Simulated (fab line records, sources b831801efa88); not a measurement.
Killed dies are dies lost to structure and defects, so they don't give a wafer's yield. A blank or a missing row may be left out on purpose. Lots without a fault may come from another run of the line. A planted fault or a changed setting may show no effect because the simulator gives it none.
Which tool did it? | flow gf180mcu | 7 lots, 21 wafers sampled, at 1 step of a route of 602

WHAT THE GAUGES READ, wafer by wafer
GF_VT_IMPLANT_OVL_MEAS_29.
lot  | measured     | on         | VT_IMPLANT_02_OVL (nm)
L868 | day 7 04:51  | overlay-01 | -0.2 0.3 1.4
L872 | day 8 22:10  | overlay-02 | 0.4 1.9 -1.3
L875 | day 9 08:41  | overlay-02 | 0.2 -1.1 0.1
L876 | day 9 21:07  | overlay-01 | 1.5 -0.8 0.1
L881 | day 10 21:41 | overlay-01 | 0.0 1.6 1.3
L886 | day 12 05:49 | overlay-01 | -0.2 1.4 0.8
L890 | day 13 06:17 | overlay-02 | 1.8 1.8 1.3

WHICH TOOL RAN EACH LOT (tool, then ch and the chambers of the sampled wafers, then the start)
The record holds no process step before these readings.

THE ANSWER, worked out from the rows above alone
Rule: what is usual is taken from the lots themselves. Put in order of their means at a reading, lots are off if they are a third of the lots or fewer, leave a main group of 4 or more, and stand apart from it by a gap of 3 or more times the standard deviation of the main group's means; of several such gaps the widest counts. A main group whose means are all the same, to the digits that the tables above print for the reading, isn't used. A lot without any number at a reading at which 4 lots or more have one is off too. The other lots that the step has rows for count as sound.
No lot is off at any reading shown: from this, nothing can be told.

WHAT THE SIMULATOR HAD PUT IN
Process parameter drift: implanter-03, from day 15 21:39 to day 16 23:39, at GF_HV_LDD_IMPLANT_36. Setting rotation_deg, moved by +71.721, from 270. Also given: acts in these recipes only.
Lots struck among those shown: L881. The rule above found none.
